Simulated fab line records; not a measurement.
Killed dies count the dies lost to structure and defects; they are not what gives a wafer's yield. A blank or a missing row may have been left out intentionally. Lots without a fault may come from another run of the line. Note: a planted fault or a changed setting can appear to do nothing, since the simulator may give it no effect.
fab line records | flow sky130
record lots=6 | wafers=18 | last_day=50
route steps=708 shown GATE_OXIDE@191 POLY_GATE@204 PAD_OPEN@708
lots with no fault: from the same line, run without faults
start_h: the number of hours between the record's first day and the start of the first shown wafer of the lot | wait_h: hours since the lot's step before | " the same as in the row above | L1.1+2: several wafers, shown together as one row | - no value present, or no start provided | * or withheld: withheld | < > ~ a bound
route shown NAME@n: NAME is a module with steps in the file, n the number in the route of the first one | usual: the fault-free wafers' mean and standard deviation | same: alike in all rows | chamber/n: place in a boat | sites: per-site readings | _std_site: the values' standard deviation | _edge_site: outer sites' mean less inner sites' | radius_mm: for every site, how far away it sits from the centre of the wafer | mask NAME#n: copy n | behind: the tool/chamber that last shaped the wafer | hold: cause of the lot's hold/its duration in hours/its outcome | device: the n, p or np transistor that did not switch | end of line: the route-end tests of the same wafers | for a step that has no rows: nothing shown but its recipe | killed: dies lost to structure and defects at the first sort, not the wafer's yield | map: the dies of a wafer, with x for killed, . for not killed, _ for no die there
set.NAME: the setting that was run; set.NAME@STEP: the one run at that earlier step | model.NAME: the simulator's own value behind a step, which no gauge read
lots at some steps of the route; a table a step, a row a wafer
services: from which hour (start_h, from the record's first day; less than 0 if before it) a tool's chamber was out of use, for how many hours, and why
## steps
# step SKY_GATE_OXIDE_HMDS_04
# recipe prime_time_s=60 | prime_temp_c=120
# step SKY_GATE_OXIDE_COAT_05
# recipe resist=NOVOLAK | spin_rpm=3000 | resist_thk_nm=1140
# step SKY_GATE_OXIDE_SOFTBAKE_06
# recipe temp_c=90 | time_s=60 | resist=NOVOLAK
# step SKY_GATE_OXIDE_EXPOSE_07
# recipe mask_id=LVOM | na=0.6 | source_shape=conventional | sigma_outer=0.6 | polarization=unpolarized | target_cd_nm=600 | dose_mj=170
# step SKY_GATE_OXIDE_PEB_08
# recipe temp_c=withheld | time_s=* | resist=NOVOLAK
# step SKY_GATE_OXIDE_DEVELOP_09
# recipe resist=NOVOLAK | developer=TMAH | develop_time_s=60 | dev_temp_c=23
# step SKY_GATE_OXIDE_OVL_MEAS_10
# usual GATE_OXIDE_OVL=0.1/1.3
lot.wafer | tool       | chamber | start_h | wait_h | GATE_OXIDE_OVL[nm]
L723.3    | overlay-01 | -       | 345.51  | 0.1    | 2.0
L723.4    | "          | -       | "       | "      | -0.5
L723.5    | "          | -       | "       | "      | 0.1
L726.2    | overlay-02 | -       | 377.01  | 0.1    | -0.9
L726.4    | "          | -       | "       | "      | -1.0
L726.5    | "          | -       | "       | "      | 0.2
L731.2    | overlay-01 | -       | 407.85  | 0.1    | 1.1
L731.4    | "          | -       | "       | "      | 0.7
L731.5    | "          | -       | "       | "      | -0.1
L732.1    | overlay-01 | -       | 433.85  | 0.1    | 0.5
L732.2    | "          | -       | "       | "      | -1.1
L732.6    | "          | -       | "       | "      | 0.9
L735.1    | overlay-01 | -       | 443.35  | 0.1    | -0.8
L735.3    | "          | -       | "       | "      | 0.3
L735.6    | "          | -       | "       | "      | -1.3
L742.1    | overlay-02 | -       | 515.70  | 0.1    | 0.9
L742.3    | "          | -       | "       | "      | -2.1
L742.6    | "          | -       | "       | "      | -0.8
# step SKY_GATE_OXIDE_IMPLANT_11
# recipe species=B | energy_kev=10 | dose_cm2=2.6e+12 | tilt_deg=withheld
# step SKY_GATE_OXIDE_WET_ETCH_12
# recipe chemistry=dHF | target_depth_nm=16.8 | dry=n2_spin | target=SiO2 | dilution=100:1 | temp_c=25 | time_s=336
# step SKY_GATE_OXIDE_STRIP_13
# recipe chemistry=O2/N2 | power_w=1400 | pressure_mtorr=1500 | platen_temp_c=withheld | o2_flow_sccm=3000 | n2_flow_sccm=300 | overash_fraction=0.5
# usual drypump_motor_current_A=5.7/0.33 | oes_product_au=0.715/0.0044 | strip_time_to_endpoint_s=14.17/0.046
lot.wafer | tool            | chamber | start_h | wait_h | drypump_motor_current_A | oes_product_au | rf_hours_counter_h | strip_time_to_endpoint_s
L723.3    | plasma_asher-04 | 0       | 345.82  | 0.0    | 5.6                     | 0.714          | -                  | 14.21
L723.4    | "               | 1       | "       | "      | 5.9                     | 0.706          | -                  | 14.20
L723.5    | "               | 1       | "       | "      | 5.9                     | 0.718          | -                  | 14.13
L726.2    | plasma_asher-04 | 0       | 377.29  | 0.0    | 5.6                     | 0.716          | 57                 | 14.14
L726.4    | "               | 1       | "       | "      | 5.9                     | 0.714          | -                  | 14.16
L726.5    | "               | 1       | "       | "      | 5.9                     | 0.717          | -                  | 14.15
L731.2    | plasma_asher-04 | 1       | 408.23  | 0.0    | 5.9                     | 0.706          | 59                 | 14.23
L731.4    | "               | 1       | "       | "      | 5.9                     | 0.712          | -                  | 14.18
L731.5    | "               | 1       | "       | "      | 5.9                     | 0.721          | -                  | 14.22
L732.1    | plasma_asher-04 | 1       | 434.14  | 0.0    | 5.9                     | 0.714          | 62                 | 14.18
L732.2    | "               | 0       | "       | "      | 5.6                     | 0.715          | 62                 | 14.19
L732.6    | "               | 0       | "       | "      | 5.6                     | 0.722          | -                  | 14.22
L735.1    | plasma_asher-04 | 1       | 443.65  | 0.0    | 6.0                     | 0.717          | 63                 | 14.18
L735.3    | "               | 1       | "       | "      | 5.9                     | 0.715          | -                  | 14.15
L735.6    | "               | 0       | "       | "      | 5.6                     | 0.715          | -                  | 14.18
L742.1    | plasma_asher-04 | 0       | 515.99  | 0.0    | 5.6                     | 0.718          | 70                 | 14.17
L742.3    | "               | 1       | "       | "      | 5.9                     | 0.717          | -                  | 14.19
L742.6    | "               | 1       | "       | "      | 5.9                     | 0.715          | -                  | 14.20
# step SKY_GATE_OXIDE_TW_MEAS_14
# usual GATE_OXIDE_TW=224.5/2.4
lot.wafer | tool          | chamber | start_h | wait_h | GATE_OXIDE_TW
L723.3    | film_metro-01 | -       | 345.91  | 0.1    | 224.6
L723.4    | "             | -       | "       | "      | 224.6
L723.5    | "             | -       | "       | "      | 226.1
L726.2    | film_metro-02 | -       | 377.40  | 0.1    | 221.4
L726.4    | "             | -       | "       | "      | 220.0
L726.5    | "             | -       | "       | "      | 220.4
L731.2    | film_metro-03 | -       | 408.34  | 0.1    | 224.4
L731.4    | "             | -       | "       | "      | 224.3
L731.5    | "             | -       | "       | "      | 224.5
L732.1    | film_metro-01 | -       | 434.24  | 0.1    | 226.7
L732.2    | "             | -       | "       | "      | 227.3
L732.6    | "             | -       | "       | "      | 227.3
L735.1    | film_metro-01 | -       | 443.75  | 0.1    | 226.6
L735.3    | "             | -       | "       | "      | 226.8
L735.6    | "             | -       | "       | "      | 226.7
L742.1    | film_metro-01 | -       | 516.09  | 0.1    | 226.6
L742.3    | "             | -       | "       | "      | 224.1
L742.6    | "             | -       | "       | "      | 225.6
# step SKY_GATE_OXIDE_CLEAN_15
# recipe chemistry=SC1/SC2 | mix=1:4:20 | temp_c=70 | time_s=150 | dry=n2_spin
# step SKY_GATE_OXIDE_OXIDATION_16
# recipe temp_c=800 | ambient=O2 | idle_temp_c=700 | ramp_up_c_per_min=10 | ramp_down_c_per_min=3 | stabilise_s=600 | purge_s=300 | target_thk_a=35.7 | ox_time_s=1915
# usual spike_tc_bottom_C=815.3/1.4 | spike_tc_centre_C=801.4/0.93 | spike_tc_lower_C=799.6/0.98 | spike_tc_top_C=810.9/1.2 | spike_tc_upper_C=800.0/1.1 | tube_center_temp_C=800/0.069 | tube_center_temp_C_max=802.1/0.31
lot.wafer | tool       | chamber | start_h | wait_h | spike_tc_bottom_C | spike_tc_centre_C | spike_tc_lower_C | spike_tc_top_C | spike_tc_upper_C | tube_center_temp_C | tube_center_temp_C_max | model.SiO2_of_GATE_OXIDE_OXIDATION_01.thk_nm
L723.3    | furnace-01 | 0       | 346.23  | 0.2    | 814.8             | 799.8             | 801.2            | 810.5          | 800.1            | 799.93             | 801.6                  | 11.84
L723.4    | "          | 0       | "       | "      | 814.7             | 801.4             | 797.6            | 810.8          | 800.3            | 799.93             | 802.5                  | 11.71
L723.5    | "          | 0       | "       | "      | 814.0             | 801.4             | 799.3            | 809.9          | 800.5            | 799.88             | 802.2                  | 11.89
L726.2    | furnace-01 | 0       | 377.73  | 0.2    | 814.5             | 803.6             | 799.6            | 810.9          | 798.9            | 799.97             | 801.6                  | 11.74
L726.4    | "          | 0       | "       | "      | 813.6             | 802.2             | 798.1            | 808.2          | 800.7            | 799.94             | 802.5                  | 11.74
L726.5    | "          | 0       | "       | "      | 813.5             | 801.6             | 799.4            | 809.4          | 800.9            | 799.99             | 801.8                  | 11.72
L731.2    | furnace-01 | 0       | 408.45  | 0.0    | 832.0             | 818.8             | 818.4            | 827.9          | 820.7            | 818.22             | 820.2                  | 12.29
L731.4    | "          | 0       | "       | "      | 831.8             | 820.0             | 816.4            | 826.4          | 817.1            | 818.2              | 820.6                  | 12.28
L731.5    | "          | 0       | "       | "      | 833.4             | 820.3             | 817.9            | 827.9          | 817.7            | 818.2              | 820.5                  | 12.27
L732.1    | furnace-01 | 0       | 434.53  | 0.2    | 832.2             | 819.4             | 816.5            | 827.2          | 818.3            | 818.16             | 820.6                  | 12.23
L732.2    | "          | 0       | "       | "      | 832.5             | 821.4             | 817.6            | 827.6          | 816.9            | 818.19             | 820.3                  | 12.26
L732.6    | "          | 0       | "       | "      | 831.7             | 818.0             | 818.3            | 826.4          | 818.0            | 818.14             | 820.2                  | 12.22
L735.1    | furnace-02 | 0       | 443.86  | 0.0    | 816.7             | 802.0             | 799.9            | 811.1          | 799.0            | 800.16             | 802.3                  | 11.73
L735.3    | "          | 0       | "       | "      | 814.6             | 802.0             | 798.6            | 811.9          | 800.2            | 799.95             | 802.1                  | 11.63
L735.6    | "          | 0       | "       | "      | 815.7             | 801.9             | 799.7            | 811.3          | 798.3            | 799.97             | 802.3                  | 11.78
L742.1    | furnace-01 | 0       | 516.98  | 0.7    | 813.1             | 801.9             | 798.7            | 808.3          | 800.7            | 800.02             | 802.3                  | 11.74
L742.3    | "          | 0       | "       | "      | 813.8             | 800.3             | 801.0            | 811.5          | 799.9            | 800.03             | 801.8                  | 11.75
L742.6    | "          | 0       | "       | "      | 814.4             | 801.9             | 798.3            | 809.3          | 799.4            | 800                | 802.6                  | 11.72
# step SKY_POLY_GATE_CVD_00
# recipe material=poly-Si | target_thk_nm=180 | temp_c=620 | time_s=720 | pressure_mtorr=200
# step SKY_PAD_OPEN_PROBE_99
# usual killed_at_M0_to_M3=44/7.1 | killed_at_M4_up=3.0/1.9 | killed_at_contacts=25/5.6 | killed_at_front_end=14/4.1 | killed_at_other=0.2/0.44 | killed_dies=86/9.1 | killed_open=47/7.4 | killed_short=39/5.7
# same gross_dies=492 | killed_at_back_side=0
lot.wafer | tool      | chamber | start_h | wait_h | hold                     | killed_at_M0_to_M3 | killed_at_M4_up | killed_at_contacts | killed_at_front_end | killed_at_other | killed_dies | killed_open | killed_short | model.etest.nfet_16v.r_on_ohm_um | model.etest.pfet_01v8.r_on_ohm_um | model.etest.pfet_g5v0d10v5.r_on_ohm_um | model.etest.tip_sonos.rs_ohm_sq | model.etest.nfet_01v8.r_on_ohm_um | model.etest.nfet_01v8_lvt.drive_ua_um | model.etest.nfet_01v8_swapped.drive_ua_um | model.etest.nfet_01v8_turned.drive_ua_um
L723.3    | prober-02 | -       | 1102.09 | 0.2    | -                        | 41                 | 3               | 19                 | 14                  | 0               | 77          | 37          | 40           | 1.402e+04                        | 2865                              | 4661                                   | 2566                            | 835                               | 570.8                                 | 492.1                                     | 495
L723.4    | prober-02 | -       | 1102.14 | 0.2    | -                        | 40                 | 1               | 19                 | 11                  | 0               | 71          | 45          | 26           | 1.403e+04                        | 2878                              | 4732                                   | 2597                            | 850.5                             | 563.7                                 | 492.9                                     | 490.3
L723.5    | prober-02 | -       | 1102.19 | 0.2    | -                        | 40                 | 1               | 30                 | 11                  | 0               | 82          | 43          | 39           | 1.419e+04                        | 2864                              | 4708                                   | 2581                            | 840.4                             | 566.5                                 | 500.2                                     | 497
L726.2    | prober-02 | -       | 1119.40 | 0.1    | -                        | 48                 | 4               | 24                 | 11                  | 1               | 88          | 53          | 35           | 1.408e+04                        | 2895                              | 4816                                   | 2661                            | 835.2                             | 571.6                                 | 500.7                                     | 501.9
L726.4    | prober-02 | -       | 1119.50 | 0.2    | -                        | 38                 | 3               | 33                 | 12                  | 0               | 86          | 46          | 40           | 1.386e+04                        | 2888                              | 4798                                   | 2691                            | 837.5                             | 565.7                                 | 495.3                                     | 491.9
L726.5    | prober-02 | -       | 1119.55 | 0.2    | -                        | 45                 | 7               | 21                 | 6                   | 0               | 79          | 35          | 44           | 1.411e+04                        | 2907                              | 4853                                   | 2666                            | 839.6                             | 575.8                                 | 502.6                                     | 503
L731.2    | prober-02 | -       | 1143.25 | 0.1    | await_dispo/4.1h/release | 48                 | 2               | 28                 | 12                  | 0               | 90          | 44          | 46           | 1.419e+04                        | 3197                              | 4946                                   | 2794                            | 921.9                             | 499.9                                 | 432.4                                     | 432.2
L731.4    | prober-02 | -       | 1143.35 | 0.2    | await_dispo/4.1h/release | 48                 | 3               | 32                 | 3                   | 1               | 87          | 45          | 42           | 1.42e+04                         | 3219                              | 4928                                   | 2776                            | 923.5                             | 496.5                                 | 429.6                                     | 425.7
L731.5    | prober-02 | -       | 1143.40 | 0.2    | await_dispo/4.1h/release | 46                 | 2               | 28                 | 15                  | 0               | 91          | 51          | 40           | 1.416e+04                        | 3115                              | 4900                                   | 2765                            | 936.4                             | 497.9                                 | 432                                       | 429.6
L732.1    | prober-01 | -       | 1159.60 | 0.1    | await_dispo/3.3h/release | 53                 | 6               | 32                 | 10                  | 0               | 101         | 59          | 42           | -                                | -                                 | -                                      | -                               | -                                 | -                                     | -                                         | -
L732.2    | prober-01 | -       | 1159.65 | 0.1    | await_dispo/3.3h/release | 50                 | 3               | 26                 | 9                   | 0               | 88          | 62          | 26           | -                                | -                                 | -                                      | -                               | -                                 | -                                     | -                                         | -
L732.6    | prober-01 | -       | 1159.85 | 0.2    | await_dispo/3.3h/release | 61                 | 2               | 32                 | 13                  | 0               | 108         | 62          | 46           | -                                | -                                 | -                                      | -                               | -                                 | -                                     | -                                         | -
L735.1    | prober-01 | -       | 1165.92 | 0.1    | -                        | 51                 | 4               | 30                 | 17                  | 1               | 103         | 58          | 45           | 1.405e+04                        | 2965                              | 4805                                   | 2694                            | 828.9                             | 580.1                                 | 508.2                                     | 508.9
L735.3    | prober-01 | -       | 1166.02 | 0.2    | -                        | 61                 | 1               | 27                 | 18                  | 0               | 107         | 59          | 48           | 1.381e+04                        | 2910                              | 4740                                   | 2689                            | 825.5                             | 580.4                                 | 513.2                                     | 511.4
L735.6    | prober-01 | -       | 1166.17 | 0.2    | -                        | 43                 | 5               | 24                 | 13                  | 0               | 85          | 40          | 45           | 1.419e+04                        | 3034                              | 4845                                   | 2691                            | 846.7                             | 573.5                                 | 503.3                                     | 502.8
L742.1    | prober-02 | -       | 1208.20 | 0.1    | -                        | 44                 | 1               | 24                 | 26                  | 0               | 95          | 55          | 40           | 1.41e+04                         | 2797                              | 4760                                   | 2681                            | 827.7                             | 584.6                                 | 507.3                                     | 512.2
L742.3    | prober-02 | -       | 1208.30 | 0.2    | -                        | 44                 | 5               | 16                 | 20                  | 0               | 85          | 46          | 39           | 1.395e+04                        | 2839                              | 4799                                   | 2670                            | 842.7                             | 568.9                                 | 499.8                                     | 501
L742.6    | prober-02 | -       | 1208.45 | 0.2    | -                        | 46                 | 1               | 25                 | 16                  | 0               | 88          | 51          | 37           | 1.394e+04                        | 2835                              | 4794                                   | 2663                            | 851.6                             | 568                                   | 498.9                                     | 501
# killed by level:class
L723.3 VIA1:geometric_particle:open=8 LOCAL_INTERCONNECT:geometric_particle:short=6 CONTACT:geometric_particle:open=6 VIA1:geometric_particle:short=6 VIA2:geometric_particle:short=6 POLY_GATE:geometric_particle:open=5 CONTACT:geometric_particle:short=5 METAL2:geometric_particle:short=5
L723.4 VIA1:geometric_particle:open=11 CONTACT:geometric_particle:open=11 METAL1:geometric_particle:short=6 VIA3:geometric_particle:open=6 FIELD_ISO:geometric_particle:open=3 POLY_GATE:geometric_particle:short=3 LOCAL_INTERCONNECT:geometric_particle:short=3 VIA2:geometric_particle:open=3
L723.5 CONTACT:geometric_particle:open=11 VIA3:geometric_particle:short=6 LI_CONTACT:geometric_particle:open=6 VIA3:geometric_particle:open=6 VIA1:geometric_particle:open=6 POLY_GATE:geometric_particle:short=5 LI_CONTACT:geometric_particle:short=4 LOCAL_INTERCONNECT:geometric_particle:short=4
L726.2 VIA1:geometric_particle:open=14 CONTACT:geometric_particle:open=9 LI_CONTACT:geometric_particle:open=8 VIA3:geometric_particle:open=7 METAL1:geometric_particle:short=6 VIA1:geometric_particle:short=5 VIA3:geometric_particle:short=4 METAL2:geometric_particle:open=4
L726.4 LI_CONTACT:geometric_particle:open=10 CONTACT:geometric_particle:open=9 METAL2:geometric_particle:short=8 LOCAL_INTERCONNECT:geometric_particle:short=7 VIA2:geometric_particle:open=7 CONTACT:geometric_particle:short=6 VIA1:geometric_particle:open=6 VIA1:geometric_particle:short=4
L726.5 VIA1:geometric_particle:open=7 VIA1:geometric_particle:short=7 METAL2:geometric_particle:short=7 METAL4:geometric_particle:short=7 CONTACT:geometric_particle:open=6 LI_CONTACT:geometric_particle:open=5 VIA2:geometric_particle:open=5 VIA3:geometric_particle:open=5
L731.2 CONTACT:geometric_particle:open=9 VIA3:geometric_particle:open=8 LI_CONTACT:geometric_particle:open=7 CONTACT:geometric_particle:short=6 VIA1:geometric_particle:open=6 METAL2:geometric_particle:short=6 VIA2:geometric_particle:open=6 LOCAL_INTERCONNECT:geometric_particle:short=5
L731.4 LI_CONTACT:geometric_particle:open=10 CONTACT:geometric_particle:open=10 METAL2:geometric_particle:short=8 VIA3:geometric_particle:open=8 VIA1:geometric_particle:short=6 VIA1:geometric_particle:open=6 VIA2:geometric_particle:short=5 LOCAL_INTERCONNECT:geometric_particle:short=5
L731.5 VIA1:geometric_particle:open=14 CONTACT:geometric_particle:open=9 VIA2:geometric_particle:open=8 CONTACT:geometric_particle:short=7 FIELD_ISO:geometric_particle:open=5 LI_CONTACT:geometric_particle:open=5 VIA1:geometric_particle:short=5 FIELD_ISO:geometric_particle:short=4
L732.1 VIA1:geometric_particle:open=12 LI_CONTACT:geometric_particle:open=9 VIA3:geometric_particle:open=8 CONTACT:geometric_particle:open=7 VIA1:geometric_particle:short=6 CONTACT:geometric_particle:short=6 VIA2:geometric_particle:open=6 METAL2:geometric_particle:short=5
L732.2 VIA1:geometric_particle:open=15 LI_CONTACT:geometric_particle:open=14 VIA3:geometric_particle:open=10 CONTACT:geometric_particle:open=6 METAL1:geometric_particle:short=6 VIA2:geometric_particle:open=5 LOCAL_INTERCONNECT:geometric_particle:short=4 FIELD_ISO:geometric_particle:short=3
L732.6 CONTACT:geometric_particle:open=16 VIA1:geometric_particle:open=12 LI_CONTACT:geometric_particle:open=11 METAL1:geometric_particle:short=10 VIA1:geometric_particle:short=7 VIA2:geometric_particle:open=6 METAL2:geometric_particle:short=6 METAL3:geometric_particle:short=6
L735.1 CONTACT:geometric_particle:open=14 VIA1:geometric_particle:open=14 METAL2:geometric_particle:short=8 LI_CONTACT:geometric_particle:open=7 VIA3:geometric_particle:open=7 METAL1:geometric_particle:short=6 VIA1:geometric_particle:short=6 POLY_GATE:geometric_particle:open=5
L735.3 VIA2:geometric_particle:open=10 METAL2:geometric_particle:short=10 VIA1:geometric_particle:open=9 CONTACT:geometric_particle:open=8 VIA3:geometric_particle:open=8 LI_CONTACT:geometric_particle:open=7 METAL1:geometric_particle:short=6 FIELD_ISO:geometric_particle:open=5
L735.6 LI_CONTACT:geometric_particle:open=11 METAL3:geometric_particle:short=7 METAL2:geometric_particle:short=6 VIA3:geometric_particle:open=6 CONTACT:geometric_particle:open=4 LI_CONTACT:geometric_particle:short=4 METAL1:geometric_particle:short=4 METAL1:geometric_particle:open=4
L742.1 FIELD_ISO:geometric_particle:open=12 VIA1:geometric_particle:open=12 CONTACT:geometric_particle:open=8 FIELD_ISO:geometric_particle:short=6 METAL2:geometric_particle:short=6 LI_CONTACT:geometric_particle:short=5 LI_CONTACT:geometric_particle:open=5 LOCAL_INTERCONNECT:geometric_particle:short=5
L742.3 VIA1:geometric_particle:open=13 METAL2:geometric_particle:short=9 FIELD_ISO:geometric_particle:short=6 VIA3:geometric_particle:open=6 LI_CONTACT:geometric_particle:open=6 FIELD_ISO:geometric_particle:open=4 CONTACT:geometric_particle:open=4 METAL1:geometric_particle:short=4
L742.6 VIA1:geometric_particle:open=15 VIA2:geometric_particle:open=9 CONTACT:geometric_particle:open=8 LI_CONTACT:geometric_particle:open=5 CONTACT:geometric_particle:short=5 METAL2:geometric_particle:short=5 FIELD_ISO:geometric_particle:open=4 POLY_GATE:geometric_particle:open=4
# map L731.5 (x killed, . not)
__________..x.x....._________
________....x......xx._______
______.x...x........x.xx_____
_____x...xxx.x....x.x....____
____.......x....x.......x.___
___.x........x.xx....xxxx.x__
__x....x..x..x....x.x.xx...._
_.............x..x...........
_..x..............x.x.....x..
_..x..x........x.......x.x..x
_..x...xx...........x.x......
_..................x.....x...
_....x.xx............x.x...x.
_..........x.x......x......x.
_.x.x......x.x....x...x......
__x.........x............x.._
___.................x.....x__
____..x..xxxx......x......___
_____....x...........x...____
______.................._____
________.x.x.x........_______
__________....x.xx.._________
# map L732.6 (x killed, . not)
__________........x._________
________x............x_______
______...x.x..........x._____
_____.x..xx...x..........____
____x.....xx...x.......x..___
___..x....x..x.......x.....__
__.xx..x.....x.....x........_
_..x.x...x...xx..x..x..x.xx..
_x.x..x...x...x.xx......x..x.
_.....x..xx.....x.x.x..x.x...
_..x.......x...x..xxx.......x
_x.............xx............
_xx.xx..x.........x..........
_x.....x.x..........x....x...
_.................x...x......
__..x..........x..x..x.x..x._
___x...x...xx..x.xx....x..x__
____..x.......xx....xxx..x___
_____x.....xx.......x....____
______........x...x..x.._____
________.x.x....xx...._______
__________....x....._________
## services
tool            | chamber | start_h | hours | kind
plasma_asher-04 | -       | 384.51  | 4.2   | repair
furnace-01      | -       | 483.28  | 2.2   | pm
## key
first_sign step=SKY_GATE_OXIDE_OXIDATION_16 | reading=tube_center_temp_C | direction=up | sigmas=99+ | usual=* | struck=*
effect step=SKY_GATE_OXIDE_OXIDATION_16 | reading=tube_center_temp_C_max | direction=up | sigmas=59 | usual=* | struck=*
effect step=SKY_PAD_OPEN_PROBE_99 | reading=hold | direction=added
model_effect step=SKY_GATE_OXIDE_OXIDATION_16 | value=SiO2_of_GATE_OXIDE_OXIDATION_01.thk_nm | without=11.63 | struck=12.26
model_effect step=SKY_PAD_OPEN_PROBE_99 | value=etest.nfet_16v.r_on_ohm_um | without=1.385e+04 | struck=1.418e+04
met_at SKY_GATE_OXIDE_OXIDATION_16
struck_wafers L731.2,L731.4,L731.5,L732.1,L732.2,L732.6
tester_left_out L731,L732
onset_between 377.73 408.45
fault kind=process_parameter_drift | tool=furnace-01 | chamber=- | onset_h=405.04 | steps=SKY_GATE_OXIDE_OXIDATION_16 | channel=temp_c | offset=* | shape=step | end_h=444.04 | acts_in=* | stated=*
# tester_left_out: of these lots the tester's yield and bins aren't shown, on N5 and GAA mostly nor the transistor test; their killed dies are dies lost to structure and defects alone, not to doping, threshold or leakage, so they don't give the yield
